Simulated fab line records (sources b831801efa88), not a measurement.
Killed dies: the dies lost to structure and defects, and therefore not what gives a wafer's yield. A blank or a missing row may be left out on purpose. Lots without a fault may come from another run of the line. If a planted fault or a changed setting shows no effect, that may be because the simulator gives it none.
fab line records | flow sky130
record: lots: 13 | wafers: 39 | last-day: 49
route steps=708 shown NWELL@76 VT_ADJUST_HVTR@141 SONOS_ONO@172 PAD_OPEN@708
lots untouched by any fault: they come from a run of this same line in which no faults occurred
start-h: hours from the record's opening day to when the first of the lot's shown wafers began | wait-h: time in hours since the lot's previous step | " the same as in the row above | L1.1+2: one row covering several wafers at once | - either no value or no given start | * or withheld: withheld | < > ~ a bound
route shown NAME@n: a module of which the file shows steps, and the number in the route of the first | usual: average and standard deviation across the fault-free wafers | same: alike in all rows | chamber/n: place in a boat | sites: each site's reading | _std_site: the values' standard deviation | _edge_site: mean of outer sites minus mean of inner sites | radius-mm: how far each site lies from the wafer's centre | mask NAME#n: copy n | behind: tool/chamber where the wafer was last shaped | hold: why the lot went on hold/how many hours it stayed there/how the hold came to an end | device: transistor that didn't switch, given as n, p or np | end of line: the tests these same wafers got at the end of their route | where a step has no rows: the recipe by itself | killed: dies lost to structure and defects at the first sort, not the wafer's yield | map: a wafer's dies, marking killed ones x, the rest . and places with no die _
set.NAME: the setting the step ran with; set.NAME@STEP: the setting that earlier step ran with | model.NAME: the simulator's own value behind a step, which no gauge read
one table for each step of the route and one row for each wafer, over a sample of lots
services: when a tool's chamber went out of use (start-h, in hours from the record's first day, below 0 if earlier), for how many hours, and the reason
== steps ==
step: SKY_NWELL_OVL_MEAS_23
usual: NWELL_01_OVL: -0.3/1.5
lot.wafer | tool       | chamber | start-h | wait-h | NWELL_01_OVL[nm]
L922.3    | overlay-02 | -       | 106.64  | -      | -1.2
L922.4    | "          | -       | "       | "      | -0.9
L922.5    | "          | -       | "       | "      | -2.7
L925.4    | overlay-01 | -       | 117.70  | -      | -0.8
L925.5    | "          | -       | "       | "      | 0.1
L925.6    | "          | -       | "       | "      | -0.9
L926.1    | overlay-01 | -       | 128.65  | -      | 0.5
L926.3    | "          | -       | "       | "      | -0.2
L926.6    | "          | -       | "       | "      | 1.8
L927.3    | overlay-01 | -       | 132.34  | -      | 1.3
L927.4    | "          | -       | "       | "      | 0.3
L927.5    | "          | -       | "       | "      | -0.3
L928.1    | overlay-02 | -       | 136.64  | -      | -1.7
L928.3    | "          | -       | "       | "      | -1.8
L928.5    | "          | -       | "       | "      | -2.1
L929.2    | overlay-01 | -       | 143.18  | -      | -1.0
L929.3    | "          | -       | "       | "      | -0.3
L929.6    | "          | -       | "       | "      | -2.4
L930.3    | overlay-01 | -       | 151.59  | -      | 0.9
L930.5    | "          | -       | "       | "      | 0.6
L930.6    | "          | -       | "       | "      | 1.2
L931.1    | overlay-02 | -       | 159.72  | -      | -1.4
L931.4    | "          | -       | "       | "      | -0.9
L931.6    | "          | -       | "       | "      | -0.6
L932.4    | overlay-01 | -       | 163.02  | -      | -1.9
L932.5    | "          | -       | "       | "      | -2.5
L932.6    | "          | -       | "       | "      | -1.5
L933.1    | overlay-02 | -       | 169.78  | -      | -0.8
L933.2    | "          | -       | "       | "      | -2.2
L933.6    | "          | -       | "       | "      | -2.4
L937.2    | overlay-02 | -       | 191.84  | -      | -1.5
L937.4    | "          | -       | "       | "      | -1.8
L937.5    | "          | -       | "       | "      | -0.4
L938.1    | overlay-02 | -       | 199.88  | -      | 0.2
L938.5    | "          | -       | "       | "      | -0.7
L938.6    | "          | -       | "       | "      | -0.1
L939.1    | overlay-01 | -       | 209.92  | -      | 1.0
L939.5    | "          | -       | "       | "      | 0.4
L939.6    | "          | -       | "       | "      | 0.0
step: SKY_VT_ADJUST_HVTR_STRIP_10
recipe: chemistry: O2/N2 | power-w: 1400 | pressure-mtorr: 1500 | platen-temp-c: withheld | o2-flow-sccm: 3000 | n2-flow-sccm: 300 | overash-fraction: 0.5
usual: drypump-motor-current-A: 5.7/0.37 | oes-product-au: 0.715/0.0045 | strip-time-to-endpoint-s: 14.19/0.043
lot.wafer | tool            | chamber | start-h | wait-h | drypump-motor-current-A | oes-product-au | rf-hours-counter-h | strip-time-to-endpoint-s
L922.3    | plasma-asher-04 | 0       | 207.61  | 0.1    | 5.7                     | 0.709          | -                  | 14.18
L922.4    | "               | 1       | "       | "      | 6.1                     | 0.716          | -                  | 14.16
L922.5    | "               | 0       | "       | "      | 5.7                     | 0.717          | -                  | 14.14
L925.4    | plasma-asher-02 | 0       | 221.69  | 0.1    | 5.3                     | 0.714          | -                  | 14.17
L925.5    | "               | 0       | "       | "      | 5.3                     | 0.720          | -                  | 14.19
L925.6    | "               | 1       | "       | "      | 5.5                     | 0.715          | -                  | 14.21
L926.1    | plasma-asher-04 | 1       | 234.63  | 0.1    | 6.1                     | 0.710          | 55                 | 14.13
L926.3    | "               | 0       | "       | "      | 5.7                     | 0.716          | -                  | 14.10
L926.6    | "               | 0       | "       | "      | 5.6                     | 0.719          | -                  | 14.11
L927.3    | plasma-asher-02 | 0       | 239.06  | 0.1    | 5.3                     | 0.723          | -                  | 14.22
L927.4    | "               | 1       | "       | "      | 5.4                     | 0.715          | -                  | 14.18
L927.5    | "               | 0       | "       | "      | 5.3                     | 0.711          | -                  | 14.21
L928.1    | plasma-asher-04 | 1       | 243.68  | 0.1    | 6.1                     | 0.712          | 56                 | 14.20
L928.3    | "               | 1       | "       | "      | 6.1                     | 0.713          | -                  | 14.19
L928.5    | "               | 0       | "       | "      | 5.6                     | 0.719          | -                  | 14.15
L929.2    | plasma-asher-01 | 1       | 253.96  | 0.1    | 6.2                     | 0.718          | 47                 | 14.16
L929.3    | "               | 0       | "       | "      | 5.4                     | 0.715          | -                  | 14.19
L929.6    | "               | 0       | "       | "      | 5.4                     | 0.718          | -                  | 14.16
L930.3    | plasma-asher-01 | 1       | 262.57  | 0.1    | 6.2                     | 0.717          | -                  | 14.13
L930.5    | "               | 0       | "       | "      | 5.4                     | 0.715          | -                  | 14.15
L930.6    | "               | 1       | "       | "      | 6.2                     | 0.714          | -                  | 14.17
L931.1    | plasma-asher-02 | 0       | 270.26  | 0.1    | 5.3                     | 0.714          | 58                 | 14.18
L931.4    | "               | 1       | "       | "      | 5.4                     | 0.713          | -                  | 14.18
L931.6    | "               | 1       | "       | "      | 5.4                     | 0.717          | -                  | 14.19
L932.4    | plasma-asher-02 | 0       | 277.92  | 0.1    | 5.3                     | 0.719          | -                  | 14.20
L932.5    | "               | 0       | "       | "      | 5.3                     | 0.716          | -                  | 14.21
L932.6    | "               | 1       | "       | "      | 5.4                     | 0.716          | -                  | 14.23
L933.1    | plasma-asher-04 | 1       | 283.36  | 0.1    | 6.1                     | 0.718          | 59                 | 14.23
L933.2    | "               | 0       | "       | "      | 5.7                     | 0.719          | 59                 | 14.22
L933.6    | "               | 0       | "       | "      | 5.7                     | 0.713          | -                  | 14.24
L937.2    | plasma-asher-04 | 0       | 311.23  | 0.1    | 5.6                     | 0.714          | 62                 | 14.16
L937.4    | "               | 1       | "       | "      | 6.1                     | 0.719          | -                  | 14.12
L937.5    | "               | 1       | "       | "      | 6.1                     | 0.715          | -                  | 14.17
L938.1    | plasma-asher-04 | 0       | 320.65  | 0.1    | 5.7                     | 0.712          | 63                 | 14.18
L938.5    | "               | 0       | "       | "      | 5.7                     | 0.716          | -                  | 14.17
L938.6    | "               | 1       | "       | "      | 6.1                     | 0.711          | -                  | 14.18
L939.1    | plasma-asher-01 | 1       | 333.23  | 0.1    | 6.2                     | 0.718          | 54                 | 14.18
L939.5    | "               | 1       | "       | "      | 6.2                     | 0.719          | -                  | 14.20
L939.6    | "               | 0       | "       | "      | 5.4                     | 0.710          | -                  | 14.22
step: SKY_SONOS_ONO_CVD_04
recipe: material: SiO2 | precursor: SiH4/N2O | target-thk-nm: 5.7199 | temp-c: 900 | pressure-mtorr: 400
lot.wafer  | tool     | chamber | start-h | wait-h
L922.3+4+5 | lpcvd-03 | 0       | 256.36  | 0.0
L925.4+5+6 | lpcvd-03 | 0       | 270.93  | 0.0
L926.1+3+6 | lpcvd-03 | 0       | 287.27  | 0.1
L927.3+4+5 | lpcvd-03 | 1       | 293.02  | 0.0
L928.1+3+5 | lpcvd-03 | 0       | 297.22  | 0.1
L929.2+3+6 | lpcvd-03 | 1       | 307.66  | 0.0
L930.3+5+6 | lpcvd-03 | 1       | 317.58  | 0.0
L931.1+4+6 | lpcvd-03 | 1       | 325.92  | 0.1
L932.4+5+6 | lpcvd-03 | 0       | 331.85  | 0.0
L933.1+2+6 | lpcvd-03 | 0       | 340.39  | 0.1
L937.2+4+5 | lpcvd-03 | 0       | 370.93  | 0.0
L938.1+5+6 | lpcvd-03 | 1       | 381.59  | 0.1
L939.1+5+6 | lpcvd-03 | 0       | 393.35  | 0.1
step: SKY_SONOS_ONO_THK_MEAS_05
recipe: reads: SiO2_of_SONOS_ONO_CVD_04
usual: SONOS_ONO_CVD_04_THK: 5.73/0.1
lot.wafer | tool          | chamber | start-h | wait-h | SONOS_ONO_CVD_04_THK[nm]
L922.3    | film-metro-02 | -       | 257.63  | 0.0    | 5.75
L922.4    | "             | -       | "       | "      | 5.72
L922.5    | "             | -       | "       | "      | 5.71
L925.4    | film-metro-02 | -       | 272.21  | 0.0    | 5.70
L925.5    | "             | -       | "       | "      | 5.70
L925.6    | "             | -       | "       | "      | 5.67
L926.1    | film-metro-02 | -       | 288.52  | 0.0    | 5.49
L926.3    | "             | -       | "       | "      | 5.69
L926.6    | "             | -       | "       | "      | 5.58
L927.3    | film-metro-01 | -       | 294.29  | 0.0    | 5.69
L927.4    | "             | -       | "       | "      | 5.73
L927.5    | "             | -       | "       | "      | 5.70
L928.1    | film-metro-01 | -       | 298.47  | 0.0    | 5.59
L928.3    | "             | -       | "       | "      | 5.61
L928.5    | "             | -       | "       | "      | 5.62
L929.2    | film-metro-02 | -       | 308.92  | 0.0    | 5.65
L929.3    | "             | -       | "       | "      | 5.80
L929.6    | "             | -       | "       | "      | 5.75
L930.3    | film-metro-03 | -       | 318.85  | 0.0    | 5.59
L930.5    | "             | -       | "       | "      | 5.59
L930.6    | "             | -       | "       | "      | 5.57
L931.1    | film-metro-01 | -       | 327.80  | 0.0    | 5.86
L931.4    | "             | -       | "       | "      | 5.86
L931.6    | "             | -       | "       | "      | 5.89
L932.4    | film-metro-02 | -       | 333.75  | 0.0    | 5.85
L932.5    | "             | -       | "       | "      | 5.83
L932.6    | "             | -       | "       | "      | 5.78
L933.1    | film-metro-02 | -       | 341.64  | 0.0    | 5.90
L933.2    | "             | -       | "       | "      | 5.73
L933.6    | "             | -       | "       | "      | 5.78
L937.2    | film-metro-03 | -       | 372.19  | 0.0    | 5.73
L937.4    | "             | -       | "       | "      | 5.62
L937.5    | "             | -       | "       | "      | 5.78
L938.1    | film-metro-01 | -       | 382.84  | 0.0    | 7.14
L938.5    | "             | -       | "       | "      | 7.04
L938.6    | "             | -       | "       | "      | 7.21
L939.1    | film-metro-02 | -       | 394.60  | 0.0    | 7.01
L939.5    | "             | -       | "       | "      | 7.07
L939.6    | "             | -       | "       | "      | 7.15
step: SKY_SONOS_ONO_OVL_MEAS_14
usual: SONOS_ONO_OVL: 0.9/1.3
lot.wafer | tool       | chamber | start-h | wait-h | SONOS_ONO_OVL[nm]
L922.3    | overlay-02 | -       | 282.07  | 0.1    | 1.4
L922.4    | "          | -       | "       | "      | -0.1
L922.5    | "          | -       | "       | "      | 0.4
L925.4    | overlay-02 | -       | 297.14  | 0.1    | 1.8
L925.5    | "          | -       | "       | "      | 2.8
L925.6    | "          | -       | "       | "      | 2.3
L926.1    | overlay-01 | -       | 314.27  | 0.1    | -0.4
L926.3    | "          | -       | "       | "      | -0.2
L926.6    | "          | -       | "       | "      | -0.5
L927.3    | overlay-02 | -       | 320.75  | 0.1    | 2.0
L927.4    | "          | -       | "       | "      | 0.7
L927.5    | "          | -       | "       | "      | 1.5
L928.1    | overlay-02 | -       | 324.60  | 0.1    | 2.1
L928.3    | "          | -       | "       | "      | 1.5
L928.5    | "          | -       | "       | "      | 1.5
L929.2    | overlay-01 | -       | 335.78  | 0.1    | 1.6
L929.3    | "          | -       | "       | "      | 0.9
L929.6    | "          | -       | "       | "      | 1.9
L930.3    | overlay-01 | -       | 345.08  | 0.1    | -0.2
L930.5    | "          | -       | "       | "      | -0.5
L930.6    | "          | -       | "       | "      | 0.4
L931.1    | overlay-01 | -       | 354.82  | 0.1    | 4.6
L931.4    | "          | -       | "       | "      | 3.6
L931.6    | "          | -       | "       | "      | 3.1
L932.4    | overlay-02 | -       | 360.69  | 0.1    | 0.6
L932.5    | "          | -       | "       | "      | -1.1
L932.6    | "          | -       | "       | "      | 0.2
L933.1    | overlay-02 | -       | 368.85  | 0.1    | -0.7
L933.2    | "          | -       | "       | "      | 0.9
L933.6    | "          | -       | "       | "      | -1.2
L937.2    | overlay-01 | -       | 400.99  | 0.1    | 1.1
L937.4    | "          | -       | "       | "      | 2.3
L937.5    | "          | -       | "       | "      | 1.9
L938.1    | overlay-02 | -       | 412.14  | 0.1    | -0.8
L938.5    | "          | -       | "       | "      | 2.5
L938.6    | "          | -       | "       | "      | 2.3
L939.1    | overlay-02 | -       | 424.62  | 0.1    | 0.6
L939.5    | "          | -       | "       | "      | 2.2
L939.6    | "          | -       | "       | "      | 1.1
step: SKY_PAD_OPEN_PROBE_99
usual: killed_at_M0_to_M3: 43/6.3 | killed_at_M4_up: 3.1/1.9 | killed-at-contacts: 24/5.1 | killed-at-front-end: 14/4.3 | killed-at-other: 0.3/0.53 | killed-dies: 85/8.8 | killed-open: 46/7.1 | killed-short: 38/5.9
same: gross-dies: 492 | killed-at-back-side: 0
lot.wafer | tool      | chamber | start-h | wait-h | killed_at_M0_to_M3 | killed_at_M4_up | killed-at-contacts | killed-at-front-end | killed-at-other | killed-dies | killed-open | killed-short
L932.4    | prober-01 | -       | 1132.72 | 0.2    | 56                 | 3               | 26                 | 7                   | 0               | 92          | 54          | 38
L932.5    | prober-01 | -       | 1132.77 | 0.2    | 51                 | 1               | 22                 | 6                   | 0               | 80          | 53          | 27
L932.6    | prober-01 | -       | 1132.82 | 0.2    | 42                 | 0               | 31                 | 21                  | 0               | 94          | 54          | 40
killed by level:class
L932.4 VIA1:geometric-particle:open=12 CONTACT:geometric-particle:open=11 VIA3:geometric-particle:open=10 CONTACT:geometric-particle:short=7 VIA1:geometric-particle:short=7 LI_CONTACT:geometric-particle:open=5 VIA2:geometric-particle:open=5 METAL1:geometric-particle:short=5
L932.5 VIA1:geometric-particle:open=15 CONTACT:geometric-particle:open=12 VIA2:geometric-particle:open=10 VIA3:geometric-particle:open=6 METAL2:geometric-particle:short=5 VIA3:geometric-particle:short=4 LI_CONTACT:geometric-particle:open=3 CONTACT:geometric-particle:short=3
L932.6 CONTACT:geometric-particle:open=14 VIA2:geometric-particle:open=10 CONTACT:geometric-particle:short=9 FIELD_ISO:geometric-particle:short=7 METAL2:geometric-particle:short=7 VIA3:geometric-particle:open=6 VIA1:geometric-particle:open=5 FIELD_ISO:geometric-particle:open=4
== services ==
tool            | chamber | start-h | hours | kind
lpcvd-03        | -       | 241.83  | 6.1   | pm
plasma-asher-01 | -       | 248.62  | 2.9   | repair
lpcvd-03        | -       | 353.15  | 0.7   | repair
lpcvd-03        | -       | 389.72  | 0.2   | repair
== key ==
first-sign: step: SKY_SONOS_ONO_THK_MEAS_05 | reading: SONOS_ONO_CVD_04_THK | direction: up | sigmas: 14 | usual: 5.73 | struck: 7.10
effect none on later readings
met-at SKY_SONOS_ONO_CVD_04
struck-lots L938,L939
tester-left-out L938,L939
not-acting-at SKY_NWELL_OVL_MEAS_23,SKY_VT_ADJUST_HVTR_STRIP_10,SKY_SONOS_ONO_OVL_MEAS_14
onset-between 370.93 381.59
also-fits time
fault: kind: process-parameter-drift | tool: lpcvd-03 | chamber: - | onset-h: 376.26 | steps: SKY_SONOS_ONO_CVD_04 | channel: time-s | offset: * | shape: step | end-h: 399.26 | stated: *
tester-left-out: of these lots the tester's yield and bins aren't shown, on N5 and GAA mostly nor the transistor test; their killed dies are dies lost to structure and defects alone, not to doping, threshold or leakage, so they don't give the yield
